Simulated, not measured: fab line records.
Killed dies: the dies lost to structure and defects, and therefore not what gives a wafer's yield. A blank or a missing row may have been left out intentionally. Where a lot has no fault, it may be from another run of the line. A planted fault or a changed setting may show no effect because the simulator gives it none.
fab line records	flow sky130
record: lots: 11	wafers: 33	lastDay: 50
route steps=708 shown FIELD_ISO@5 PWDE@53 PAD_OPEN@708
lots that met no fault: from a run of the same line without faults
startH: hours from the record's opening day to when the first of the lot's shown wafers began	waitH: how many hours have passed since the lot's step before this one	" same as the row above	L1.1+2: a row that stands for several wafers	- no value, or no start was given	* or withheld: withheld	< > ~ a bound
route shown NAME@n: NAME is a module with steps in the file, n the number in the route of the first one	usual: the fault-free wafers' mean and standard deviation	same: alike in all rows	chamber/n: place in a boat	sites: the reading at each site	_std_site: standard deviation of those values	_edge_site: mean of outer sites minus mean of inner sites	radiusMm: how far each site lies from the wafer's centre	mask NAME#n: copy n	behind: the tool/chamber that last shaped the wafer	hold: what put the lot on hold/how long, in hours/how the hold closed	device: transistor that didn't switch, given as n, p or np	end of line: the same wafers' tests at the end of the route	a step given without rows: its recipe and nothing more	killed: dies that structure and defects cost at the first sort, which is not the same as the wafer's yield	map: dies across one wafer; x = killed, . = not, _ = none there
set.NAME: the setting the step ran with; set.NAME@STEP: the setting that earlier step ran with	model.NAME: the simulator's own value behind a step, which no gauge read
a sample of lots followed through the steps of the route, with each step as a table and each wafer as a row
services: from which hour (startH, from the record's first day; less than 0 if before it) a tool's chamber was out of use, for how many hours, and why
== steps ==
step: SKY_FIELD_ISO_THK_MEAS_04
recipe: reads: Si3N4_of_FIELD_ISO_CVD_03
usual: FIELD_ISO_CVD_03_THK: 164.7/1.5
lot.wafer	tool	chamber	startH	waitH	FIELD_ISO_CVD_03_THK[nm]
L629.4	filmMetro-01	-	15.61	0.0	165.4
L629.5	"	-	"	"	166.4
L629.6	"	-	"	"	165.6
L630.1	filmMetro-02	-	19.81	0.0	163.5
L630.2	"	-	"	"	163.6
L630.6	"	-	"	"	163.1
L634.2	filmMetro-01	-	40.74	0.0	166.5
L634.4	"	-	"	"	165.1
L634.6	"	-	"	"	165.4
L635.2	filmMetro-03	-	50.36	0.0	165.2
L635.4	"	-	"	"	165.3
L635.5	"	-	"	"	164.9
L637.1	filmMetro-01	-	58.66	0.0	164.7
L637.5	"	-	"	"	164.4
L637.6	"	-	"	"	164.4
L641.2	filmMetro-03	-	75.69	0.0	163.8
L641.4	"	-	"	"	162.0
L641.5	"	-	"	"	162.7
L643.1	filmMetro-02	-	91.87	0.0	166.3
L643.4	"	-	"	"	167.0
L643.5	"	-	"	"	167.5
L647.3	filmMetro-03	-	105.56	0.0	164.3
L647.5	"	-	"	"	165.1
L647.6	"	-	"	"	164.6
L649.1	filmMetro-01	-	114.19	0.0	164.3
L649.3	"	-	"	"	163.7
L649.5	"	-	"	"	163.4
L650.2	filmMetro-03	-	118.49	0.0	161.6
L650.3	"	-	"	"	161.8
L650.5	"	-	"	"	162.6
L651.1	filmMetro-01	-	123.48	0.0	163.3
L651.2	"	-	"	"	164.6
L651.4	"	-	"	"	165.2
step: SKY_FIELD_ISO_ETCH_17
recipe: targetDepthA: 3420	maskMaterial: Si3N4	chemistry: HBr/Cl2/O2	target: Si	taperDeg: 5	icpW: 600	biasW: 151.5	pressureMtorr: 15	HBr_flow_sccm: 150	Cl2_flow_sccm: 40	O2_flow_sccm: 6	timeS: 97.7
usual: drypumpMotorCurrentA: 5.8/0.44	oesProductAu: 0.999/0.01	rfFwdPowerW: 596.6/2	throttleValvePct: 25.657/0.012
lot.wafer	tool	chamber	startH	waitH	drypumpMotorCurrentA	oesProductAu	rfFwdPowerW	rfHoursCounterH	throttleValvePct
L629.4	rieSi-01	3	30.93	0.0	6.3	0.984	593.4	1	25.675
L629.5	"	0	"	"	4.8	1.008	595.6	-	25.670
L629.6	"	3	"	"	6.3	0.989	595.4	-	25.668
L630.1	rieSi-02	3	34.90	0.1	5.5	1.002	598.3	76	25.653
L630.2	"	1	"	"	6.1	0.990	593.3	133	25.665
L630.6	"	1	"	"	6.1	0.985	596.6	-	25.645
L634.2	rieSi-01	3	55.45	0.1	6.3	0.997	596.8	1	25.647
L634.4	"	1	"	"	5.6	1.001	595.4	69	25.664
L634.6	"	0	"	"	4.8	1.000	598.5	-	25.660
L635.2	rieSi-01	3	66.73	0.1	6.4	0.997	593.1	2	25.652
L635.4	"	2	"	"	5.9	1.009	595.5	12	25.634
L635.5	"	2	"	"	5.9	1.019	596.4	-	25.640
L637.1	rieSi-02	0	74.48	0.1	6.0	1.003	596.2	21	25.657
L637.5	"	3	"	"	5.5	1.003	596.9	-	25.646
L637.6	"	2	"	"	6.0	1.007	596.6	-	25.641
L641.2	rieSi-01	2	90.78	0.1	5.9	1.014	595.1	12	25.662
L641.4	"	1	"	"	5.6	0.987	593.9	69	25.658
L641.5	"	2	"	"	5.9	1.003	597.2	-	25.645
L643.1	rieSi-02	0	109.30	0.1	6.0	1.004	595.5	21	25.638
L643.4	"	2	"	"	6.0	1.005	595.8	56	25.637
L643.5	"	0	"	"	6.1	0.999	597.3	-	25.650
L647.3	rieSi-01	2	123.75	0.0	5.9	1.006	597.5	13	25.662
L647.5	"	1	"	"	5.6	0.975	596.2	-	25.674
L647.6	"	0	"	"	4.8	1.007	601.3	-	25.652
L649.1	rieSi-01	2	132.94	0.1	5.9	1.008	597.1	13	25.647
L649.3	"	1	"	"	5.6	0.990	597.9	70	25.667
L649.5	"	0	"	"	4.8	1.008	596.0	-	25.656
L650.2	rieSi-02	0	137.69	0.1	6.0	0.995	598.7	21	25.666
L650.3	"	2	"	"	6.0	1.010	596.6	56	25.664
L650.5	"	3	"	"	5.5	1.004	595.4	-	25.657
L651.1	rieSi-02	1	142.18	0.1	6.1	1.000	594.6	134	25.667
L651.2	"	2	"	"	6.0	0.999	594.7	56	25.663
L651.4	"	3	"	"	5.4	1.009	598.1	77	25.656
step: SKY_FIELD_ISO_CMP_27
recipe: stopOn: Si3N4	tOverpolishS: 16	downForcePsi: 4	platenRpm: 60	targetThkNm: 457.8	padVelocityMS: 0.94248
usual: motorCurrentA: 12.0/1	overpolishRunS: 16.001/0.0088	timeToEndpointS: 112/5.1
lot.wafer	tool	chamber	startH	waitH	motorCurrentA	overpolishRunS	timeToEndpointS
L629.4	cmp-01	3	35.92	0.1	13.6	16.006	112
L629.6	"	2	"	"	11.1	16.003	111
L629.5	"	3	"	"	12.9	16.008	117
L630.2	cmp-01	2	50.05	0.1	10.9	15.993	120
L630.1	"	0	"	"	11.4	15.985	115
L630.6	"	1	"	"	13.0	16.004	106
L634.2	cmp-02	3	72.38	0.1	12.8	16.000	109
L634.4	"	1	"	"	11.9	15.993	122
L634.6	"	2	"	"	12.2	16.016	106
L635.2	cmp-02	2	82.64	0.6	12.4	15.985	107
L635.4	"	3	"	"	12.9	16.004	107
L635.5	"	2	"	"	12.0	15.983	103
L637.1	cmp-02	0	83.04	1.0	10.3	16.004	113
L637.6	"	1	"	"	12.3	16.004	119
L637.5	"	2	"	"	12.4	15.998	108
L641.2	cmp-01	2	101.67	0.1	10.9	16.021	115
L641.4	"	3	"	"	13.7	15.993	114
L641.5	"	2	"	"	10.4	15.987	118
L643.4	cmp-02	2	113.84	0.0	11.9	16.005	110
L643.1	"	1	"	"	11.7	16.005	119
L643.5	"	3	"	"	12.5	16.006	108
L647.3	cmp-02	3	133.28	0.1	13.1	16.003	112
L647.5	"	0	"	"	10.7	16.004	111
L647.6	"	1	"	"	11.7	16.001	122
L649.3	cmp-01	2	139.17	0.0	10.8	16.001	115
L649.1	"	0	"	"	10.9	15.998	118
L649.5	"	3	"	"	13.3	15.990	112
L650.3	cmp-01	0	143.74	0.0	11.7	16.000	111
L650.2	"	2	"	"	10.2	16.003	115
L650.5	"	0	"	"	11.6	16.008	114
L651.2	cmp-01	2	146.09	0.0	10.0	15.995	117
L651.4	"	3	"	"	13.4	16.015	117
L651.1	"	1	"	"	12.8	15.987	103
step: SKY_PWDE_IMPLANT_08
recipe: species: B	energyKev: 150	doseCm2: 3.6e+12	tiltDeg: withheld
usual: faradayCurrentUA: 20.3/0.38
lot.wafer	tool	chamber	startH	waitH	faradayCurrentUA
L629.4	implanter-04	0	75.89	0.1	19.9
L629.5	"	0	"	"	20.5
L629.6	"	0	"	"	20.6
L630.1	implanter-01	0	88.60	0.0	20.8
L630.2	"	0	"	"	19.7
L630.6	"	0	"	"	19.8
L634.2	implanter-02	0	110.47	0.0	20.4
L634.4	"	0	"	"	20.3
L634.6	"	0	"	"	19.8
L635.2	implanter-01	0	124.64	0.0	21.4
L635.4	"	0	"	"	20.9
L635.5	"	0	"	"	20.3
L635.2	implanter-01	0	124.95	0.3	20.5
L635.4	"	0	"	"	20.3
L635.5	"	0	"	"	20.5
L637.1	implanter-02	0	125.00	0.0	20.5
L637.5	"	0	"	"	20.6
L637.6	"	0	"	"	20.0
L641.2	implanter-01	0	140.97	0.0	20.3
L641.4	"	0	"	"	19.9
L641.5	"	0	"	"	20.1
L643.1	implanter-02	0	153.49	0.0	20.7
L643.4	"	0	"	"	20.1
L643.5	"	0	"	"	19.8
L643.1	implanter-02	0	153.81	0.3	21.2
L643.4	"	0	"	"	20.2
L643.5	"	0	"	"	20.7
L647.3	implanter-02	0	177.39	0.1	20.8
L647.5	"	0	"	"	20.2
L647.6	"	0	"	"	20.0
L649.1	implanter-01	0	182.61	0.0	19.5
L649.3	"	0	"	"	20.0
L649.5	"	0	"	"	19.9
L650.2	implanter-02	0	186.69	0.0	19.8
L650.3	"	0	"	"	21.2
L650.5	"	0	"	"	19.9
L651.1	implanter-02	0	190.26	0.0	20.3
L651.2	"	0	"	"	19.7
L651.4	"	0	"	"	20.7
step: SKY_PWDE_TW_MEAS_10
usual: PWDE_TW: 376.7/2.4
lot.wafer	tool	chamber	startH	waitH	PWDE_TW
L629.4	filmMetro-01	-	76.09	0.1	375.7
L629.5	"	-	"	"	376.3
L629.6	"	-	"	"	375.0
L630.1	filmMetro-04	-	88.85	0.1	375.8
L630.2	"	-	"	"	375.6
L630.6	"	-	"	"	376.4
L634.2	filmMetro-01	-	110.71	0.1	374.3
L634.4	"	-	"	"	376.8
L634.6	"	-	"	"	372.7
L637.1	filmMetro-01	-	125.25	0.1	377.7
L637.5	"	-	"	"	378.4
L637.6	"	-	"	"	377.9
L635.2	filmMetro-01	-	125.36	0.1	468.0
L635.4	"	-	"	"	467.3
L635.5	"	-	"	"	468.9
L635.2	filmMetro-01	-	125.58	0.2	468.1
L635.4	"	-	"	"	465.7
L635.5	"	-	"	"	467.2
L641.2	filmMetro-04	-	141.20	0.1	374.4
L641.4	"	-	"	"	373.8
L641.5	"	-	"	"	375.0
L643.1	filmMetro-02	-	154.06	0.1	468.3
L643.4	"	-	"	"	468.6
L643.5	"	-	"	"	469.1
L643.1	filmMetro-02	-	154.29	0.2	467.9
L643.4	"	-	"	"	469.0
L643.5	"	-	"	"	466.3
L647.3	filmMetro-01	-	177.61	0.1	374.6
L647.5	"	-	"	"	374.2
L647.6	"	-	"	"	374.4
L649.1	filmMetro-02	-	182.86	0.1	378.3
L649.3	"	-	"	"	378.9
L649.5	"	-	"	"	378.5
L650.2	filmMetro-01	-	186.92	0.1	374.2
L650.3	"	-	"	"	376.1
L650.5	"	-	"	"	374.1
L651.1	filmMetro-01	-	190.51	0.1	373.9
L651.2	"	-	"	"	376.2
L651.4	"	-	"	"	374.8
step: SKY_NWELL_RS_MEAS_31
recipe: thkMeasGauge: four-point-probe
usual: PWDE_RS: 5269/17
lot.wafer	tool	chamber	startH	waitH	PWDE_RS[ohm/sq]
L629.4	filmMetro-01	-	109.53	0.1	5282
L629.5	"	-	"	"	5271
L629.6	"	-	"	"	5275
L630.1	filmMetro-01	-	124.37	0.1	5279
L630.2	"	-	"	"	5264
L630.6	"	-	"	"	5256
L634.2	filmMetro-01	-	148.69	0.1	5297
L634.4	"	-	"	"	5293
L634.6	"	-	"	"	5299
L635.2	filmMetro-02	-	162.92	0.1	3105
L635.4	"	-	"	"	3117
L635.5	"	-	"	"	3102
L635.2	filmMetro-02	-	163.21	0.3	3100
L635.4	"	-	"	"	3114
L635.5	"	-	"	"	3112
L637.1	filmMetro-04	-	163.89	0.1	5257
L637.5	"	-	"	"	5255
L637.6	"	-	"	"	5262
L641.2	filmMetro-01	-	181.42	0.1	5277
L641.4	"	-	"	"	5246
L641.5	"	-	"	"	5257
L643.1	filmMetro-01	-	195.64	0.1	3120
L643.4	"	-	"	"	3115
L643.5	"	-	"	"	3119
L643.1	filmMetro-01	-	195.93	0.3	3116
L643.4	"	-	"	"	3116
L643.5	"	-	"	"	3119
L647.3	filmMetro-01	-	221.67	0.1	5280
L647.5	"	-	"	"	5280
L647.6	"	-	"	"	5290
L649.1	filmMetro-04	-	227.02	0.1	5281
L649.3	"	-	"	"	5276
L649.5	"	-	"	"	5272
L650.2	filmMetro-02	-	232.71	0.1	5287
L650.3	"	-	"	"	5281
L650.5	"	-	"	"	5287
L651.1	filmMetro-04	-	235.57	0.1	5248
L651.2	"	-	"	"	5255
L651.4	"	-	"	"	5261
step: SKY_PAD_OPEN_PROBE_99
usual: defectLimitedYield: 82.2/1.9	killed_at_M0_to_M3: 44/6.8	killed_at_M4_up: 3.1/1.8	killedAtContacts: 25/5.2	killedAtFrontEnd: 15/4.1	killedAtOther: 0.3/0.62	killedDies: 88/9.4	killedOpen: 48/7.1	killedShort: 40/6.1	sort_bin_3_pad_short: 0.9/0.38	sort_bin_5_function: 10.5/1.5	sort_bin_6_memory: 6.5/1.2	sort_bin_8_speed: 0.5/0.95	sortNPass: 402/10	sortYieldPct: 81.6/2
same: grossDies: 492	killedAtBackSide: 0	sort_bin_4_leakage[%]: 0
lot.wafer	tool	chamber	startH	waitH	defectLimitedYield[%]	killed_at_M0_to_M3	killed_at_M4_up	killedAtContacts	killedAtFrontEnd	killedAtOther	killedDies	killedOpen	killedShort	sort_bin_3_pad_short[%]	sort_bin_5_function[%]	sort_bin_6_memory[%]	sort_bin_8_speed[%]	sortNPass	sortYieldPct[%]
L629.4	prober-02	-	1082.08	0.2	82.5	34	1	25	26	0	86	40	46	0.6	11.2	5.7	0.2	405	82.3
L629.5	prober-02	-	1082.13	0.2	84.3	27	1	30	19	0	77	42	35	0.8	9.1	5.7	0	415	84.3
L629.6	prober-02	-	1082.18	0.2	84.6	38	3	15	20	0	76	33	43	1.2	10.0	4.3	0	416	84.6
L630.1	prober-01	-	1090.38	0.1	84.1	36	2	28	11	1	78	38	40	0.8	10.6	4.5	0.2	413	83.9
L630.2	prober-01	-	1090.43	0.1	83.3	38	5	26	13	0	82	43	38	0.8	9.8	6.1	0.4	408	82.9
L630.6	prober-01	-	1090.63	0.2	82.5	49	2	24	11	0	86	55	31	0.6	11.8	5.1	0	406	82.5
L634.2	prober-01	-	1116.85	0.1	81.7	40	6	26	17	1	90	43	47	0.8	11.2	6.3	1.2	396	80.5
L634.4	prober-01	-	1116.95	0.2	84.1	36	3	25	14	0	78	41	37	0	10.2	5.7	1.2	408	82.9
L634.6	prober-01	-	1117.05	0.2	82.7	42	3	27	13	0	85	44	41	1.6	8.5	7.1	1.8	398	80.9
L637.1	prober-01	-	1132.33	0.1	78.5	52	2	30	22	0	106	57	49	1.0	12.2	8.3	0.6	383	77.8
L637.5	prober-01	-	1132.53	0.2	80.9	43	5	27	18	1	94	49	45	1.0	11.2	6.9	0	398	80.9
L637.6	prober-01	-	1132.58	0.2	81.9	50	6	21	12	0	89	47	42	0.6	11.0	6.5	0.2	402	81.7
L641.2	prober-01	-	1151.68	0.1	83.3	40	2	23	17	0	82	41	41	0.2	9.1	7.3	0	410	83.3
L641.4	prober-01	-	1151.78	0.2	80.5	46	0	36	13	1	96	52	44	1.0	11.2	7.3	0	396	80.5
L641.5	prober-01	-	1151.83	0.2	82.1	37	4	32	14	1	88	49	39	1.0	10.0	6.9	0.2	403	81.9
L647.3	prober-02	-	1183.43	0.2	80.5	47	2	29	18	0	96	50	46	1.4	11.4	6.7	0	396	80.5
L647.5	prober-02	-	1183.53	0.2	83.5	43	2	29	7	0	81	47	34	1.0	9.1	6.3	0.4	409	83.1
L647.6	prober-02	-	1183.58	0.2	81.1	53	3	24	13	0	93	48	45	0.2	12.0	6.7	0.2	398	80.9
L649.1	prober-01	-	1185.38	0.1	83.1	44	4	21	14	0	83	50	32	0.4	9.6	6.9	0.6	406	82.5
L649.3	prober-01	-	1185.48	0.2	83.3	41	1	17	23	0	82	47	35	0.8	9.8	6.1	0.6	407	82.7
L649.5	prober-01	-	1185.58	0.2	81.1	47	7	23	16	0	93	59	34	0.8	12.8	5.3	1.0	394	80.1
L650.2	prober-01	-	1192.05	0.1	82.5	36	2	25	21	2	86	46	39	0.8	9.3	7.3	0.4	404	82.1
L650.3	prober-01	-	1192.10	0.2	81.5	42	2	26	18	3	91	52	38	0.8	11.2	6.5	0.2	400	81.3
L650.5	prober-01	-	1192.20	0.2	83.3	36	4	26	16	0	82	47	35	0.2	11.2	5.3	0.4	408	82.9
L651.1	prober-01	-	1198.64	0.1	82.1	43	4	16	25	0	88	39	49	0.8	11.2	5.9	0	404	82.1
L651.2	prober-01	-	1198.69	0.1	80.5	41	3	36	16	0	96	54	42	0.6	11.8	7.1	0.6	393	79.9
L651.4	prober-01	-	1198.79	0.2	81.7	46	6	25	13	0	90	40	48	0.8	9.6	7.9	0.2	401	81.5
killed by level:class
L629.4 VIA1:geometricParticle:open=8 POLY_GATE:geometricParticle:short=7 FIELD_ISO:geometricParticle:short=6 FIELD_ISO:geometricParticle:open=6 CONTACT:geometricParticle:open=6 METAL1:geometricParticle:short=6 CONTACT:geometricParticle:short=5 LOCAL_INTERCONNECT:geometricParticle:short=5
L629.5 LI_CONTACT:geometricParticle:open=10 CONTACT:geometricParticle:short=9 VIA1:geometricParticle:open=8 FIELD_ISO:geometricParticle:short=5 LI_CONTACT:geometricParticle:short=5 CONTACT:geometricParticle:open=5 METAL3:geometricParticle:short=5 FIELD_ISO:geometricParticle:open=4
L629.6 VIA1:geometricParticle:open=8 FIELD_ISO:geometricParticle:short=6 POLY_GATE:geometricParticle:short=6 METAL1:geometricParticle:short=6 CONTACT:geometricParticle:open=5 METAL2:geometricParticle:short=5 VIA2:geometricParticle:open=5 LI_CONTACT:geometricParticle:open=4
L630.1 CONTACT:geometricParticle:open=12 CONTACT:geometricParticle:short=6 VIA1:geometricParticle:open=6 METAL1:geometricParticle:short=5 LI_CONTACT:geometricParticle:open=5 LOCAL_INTERCONNECT:geometricParticle:short=4 VIA1:geometricParticle:short=4 METAL2:geometricParticle:short=4
L630.2 VIA2:geometricParticle:open=9 CONTACT:geometricParticle:open=7 LI_CONTACT:geometricParticle:open=6 VIA1:geometricParticle:open=6 CONTACT:geometricParticle:short=5 METAL1:geometricParticle:short=5 VIA3:geometricParticle:open=5 METAL4:geometricParticle:short=5
L630.6 VIA1:geometricParticle:open=14 CONTACT:geometricParticle:open=12 VIA2:geometricParticle:open=8 VIA3:geometricParticle:open=7 VIA1:geometricParticle:short=6 LI_CONTACT:geometricParticle:open=5 FIELD_ISO:geometricParticle:short=4 LI_CONTACT:geometricParticle:short=4
L634.2 METAL1:geometricParticle:short=12 LI_CONTACT:geometricParticle:open=8 VIA1:geometricParticle:open=7 FIELD_ISO:geometricParticle:open=6 CONTACT:geometricParticle:open=6 VIA3:geometricParticle:open=5 LI_CONTACT:geometricParticle:short=4 CONTACT:geometricParticle:short=4
L634.4 LI_CONTACT:geometricParticle:open=13 VIA1:geometricParticle:open=7 FIELD_ISO:geometricParticle:open=6 VIA1:geometricParticle:short=6 FIELD_ISO:geometricParticle:short=5 VIA2:geometricParticle:open=5 METAL1:geometricParticle:short=4 LI_CONTACT:geometricParticle:short=3
L634.6 VIA1:geometricParticle:open=9 VIA1:geometricParticle:short=9 CONTACT:geometricParticle:open=8 LI_CONTACT:geometricParticle:open=7 FIELD_ISO:geometricParticle:short=6 CONTACT:geometricParticle:short=6 VIA2:geometricParticle:open=5 LOCAL_INTERCONNECT:geometricParticle:short=4
L637.1 CONTACT:geometricParticle:open=15 VIA1:geometricParticle:open=10 VIA3:geometricParticle:open=10 VIA2:geometricParticle:open=8 FIELD_ISO:geometricParticle:short=7 METAL2:geometricParticle:short=7 CONTACT:geometricParticle:short=6 VIA1:geometricParticle:short=6
L637.5 CONTACT:geometricParticle:open=12 VIA1:geometricParticle:open=12 FIELD_ISO:geometricParticle:short=8 METAL1:geometricParticle:short=7 VIA3:geometricParticle:open=7 LOCAL_INTERCONNECT:geometricParticle:short=5 CONTACT:geometricParticle:short=5 POLY_GATE:geometricParticle:open=4
L637.6 VIA1:geometricParticle:open=12 CONTACT:geometricParticle:open=7 METAL2:geometricParticle:short=7 VIA3:geometricParticle:open=6 LI_CONTACT:geometricParticle:open=5 VIA1:geometricParticle:short=5 METAL3:geometricParticle:short=5 METAL4:geometricParticle:short=5
L641.2 CONTACT:geometricParticle:open=12 METAL2:geometricParticle:short=9 LI_CONTACT:geometricParticle:open=7 METAL1:geometricParticle:short=7 VIA3:geometricParticle:short=6 FIELD_ISO:geometricParticle:short=5 POLY_GATE:geometricParticle:open=5 VIA1:geometricParticle:short=5
L641.4 CONTACT:geometricParticle:open=18 VIA1:geometricParticle:short=10 LI_CONTACT:geometricParticle:open=6 CONTACT:geometricParticle:short=6 VIA1:geometricParticle:open=6 METAL1:geometricParticle:short=6 VIA2:geometricParticle:open=6 LOCAL_INTERCONNECT:geometricParticle:short=5
L641.5 CONTACT:geometricParticle:open=10 VIA1:geometricParticle:open=8 CONTACT:geometricParticle:short=7 LI_CONTACT:geometricParticle:open=6 LOCAL_INTERCONNECT:geometricParticle:short=6 METAL1:geometricParticle:short=6 VIA3:geometricParticle:open=6 POLY_GATE:geometricParticle:open=4
L647.3 LI_CONTACT:geometricParticle:open=10 VIA1:geometricParticle:open=10 VIA2:geometricParticle:open=10 CONTACT:geometricParticle:open=5 FIELD_ISO:geometricParticle:open=5 POLY_GATE:geometricParticle:short=5 LI_CONTACT:geometricParticle:short=5 LOCAL_INTERCONNECT:geometricParticle:short=5
L647.5 VIA1:geometricParticle:open=14 LI_CONTACT:geometricParticle:open=9 CONTACT:geometricParticle:open=8 LOCAL_INTERCONNECT:geometricParticle:short=5 METAL3:geometricParticle:short=5 METAL1:geometricParticle:short=4 VIA3:geometricParticle:open=4 LI_CONTACT:geometricParticle:short=3
L647.6 VIA1:geometricParticle:open=14 VIA1:geometricParticle:short=11 CONTACT:geometricParticle:open=8 LI_CONTACT:geometricParticle:open=7 VIA2:geometricParticle:short=7 FIELD_ISO:geometricParticle:short=5 VIA3:geometricParticle:open=5 POLY_GATE:geometricParticle:open=4
L649.1 VIA1:geometricParticle:open=12 VIA2:geometricParticle:open=8 CONTACT:geometricParticle:open=7 FIELD_ISO:geometricParticle:short=5 LI_CONTACT:geometricParticle:open=5 LOCAL_INTERCONNECT:geometricParticle:short=5 VIA3:geometricParticle:open=5 METAL1:geometricParticle:short=4
L649.3 VIA1:geometricParticle:open=8 FIELD_ISO:geometricParticle:short=7 POLY_GATE:geometricParticle:open=7 METAL2:geometricParticle:short=7 VIA3:geometricParticle:open=7 LI_CONTACT:geometricParticle:open=6 VIA2:geometricParticle:open=6 CONTACT:geometricParticle:open=5
L649.5 VIA1:geometricParticle:open=13 VIA2:geometricParticle:open=11 LI_CONTACT:geometricParticle:open=7 CONTACT:geometricParticle:short=6 VIA3:geometricParticle:open=6 FIELD_ISO:geometricParticle:short=5 CONTACT:geometricParticle:open=5 METAL2:geometricParticle:short=5
L650.2 CONTACT:geometricParticle:open=12 VIA1:geometricParticle:open=8 FIELD_ISO:geometricParticle:short=6 FIELD_ISO:geometricParticle:open=6 VIA2:geometricParticle:open=6 METAL2:geometricParticle:short=5 POLY_GATE:geometricParticle:open=4 LOCAL_INTERCONNECT:geometricParticle:short=4
L650.3 VIA1:geometricParticle:open=10 FIELD_ISO:geometricParticle:open=9 CONTACT:geometricParticle:open=9 VIA2:geometricParticle:open=6 VIA3:geometricParticle:open=6 VIA3:geometricParticle:short=6 LI_CONTACT:geometricParticle:open=5 LOCAL_INTERCONNECT:geometricParticle:short=5
L650.5 VIA1:geometricParticle:open=9 CONTACT:geometricParticle:open=8 VIA2:geometricParticle:open=7 VIA1:geometricParticle:short=6 POLY_GATE:geometricParticle:open=5 LI_CONTACT:geometricParticle:open=5 LOCAL_INTERCONNECT:geometricParticle:short=5 POLY_GATE:geometricParticle:short=4
L651.1 METAL2:geometricParticle:short=9 FIELD_ISO:geometricParticle:open=8 VIA1:geometricParticle:open=7 VIA1:geometricParticle:short=7 CONTACT:geometricParticle:short=5 CONTACT:geometricParticle:open=5 VIA3:geometricParticle:open=5 FIELD_ISO:geometricParticle:short=4
L651.2 CONTACT:geometricParticle:open=13 LI_CONTACT:geometricParticle:open=9 VIA1:geometricParticle:open=8 VIA2:geometricParticle:open=7 FIELD_ISO:geometricParticle:short=6 POLY_GATE:geometricParticle:open=6 LOCAL_INTERCONNECT:geometricParticle:short=5 METAL1:geometricParticle:short=5
L651.4 METAL1:geometricParticle:short=12 VIA1:geometricParticle:open=10 LOCAL_INTERCONNECT:geometricParticle:short=9 CONTACT:geometricParticle:open=7 CONTACT:geometricParticle:short=6 FIELD_ISO:geometricParticle:open=5 VIA2:geometricParticle:open=4 METAL1:geometricParticle:open=4
== services ==
tool	chamber	startH	hours	kind
implanter-04	-	11.83	0.9	repair
cmp-01	-	15.70	1.3	repair
implanter-02	-	24.16	3.8	pm
implanter-01	-	31.29	3.3	repair
cmp-01	-	33.31	0.7	repair
cmp-02	-	39.07	1.4	repair
cmp-01	-	64.07	4.0	pm
rieSi-02	3	74.63	13.1	repair
cmp-01	-	81.02	4.8	pm
rieSi-02	2	88.59	3.5	repair
cmp-02	-	99.30	2.2	repair
cmp-02	-	109.19	2.0	repair
rieSi-02	-	117.18	4.3	pm
cmp-01	-	134.76	2.7	repair
cmp-02	-	134.92	4.2	repair
implanter-01	-	145.80	22.8	repair
cmp-01	-	153.20	11.7	pm
rieSi-01	0	167.91	1.3	repair
implanter-01	-	175.81	1.8	pm
implanter-02	-	181.94	1.7	repair
cmp-01	-	182.12	0.9	repair
rieSi-02	-	184.48	1.4	repair
cmp-02	-	189.03	0.5	repair
implanter-01	-	189.23	100.9	repair
== key ==
firstSign: step: SKY_PWDE_IMPLANT_08	reading: visit	direction: added
effect: step: SKY_PWDE_TW_MEAS_10	reading: visit	direction: added
effect: step: SKY_PWDE_TW_MEAS_10	reading: PWDE_TW	direction: up	sigmas: 38	usual: 376.7	struck: 468.4
effect: step: SKY_NWELL_RS_MEAS_31	reading: PWDE_RS	direction: down	sigmas: 99+	usual: 5269	struck: 3113
metAt SKY_PWDE_IMPLANT_08
struckLots L635,L643
scrappedBehind SKY_NWELL_RS_MEAS_31 L635.2,L635.4,L635.5,L643.1,L643.4,L643.5
notActingAt SKY_FIELD_ISO_THK_MEAS_04,SKY_FIELD_ISO_ETCH_17,SKY_FIELD_ISO_CMP_27
fault: kind: repeatedStepWhole	tool: implanter-01,implanter-02,implanter-04	chamber: -	onsetH: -	steps: SKY_PWDE_IMPLANT_08	times: 1	scope: struckLotsOnly
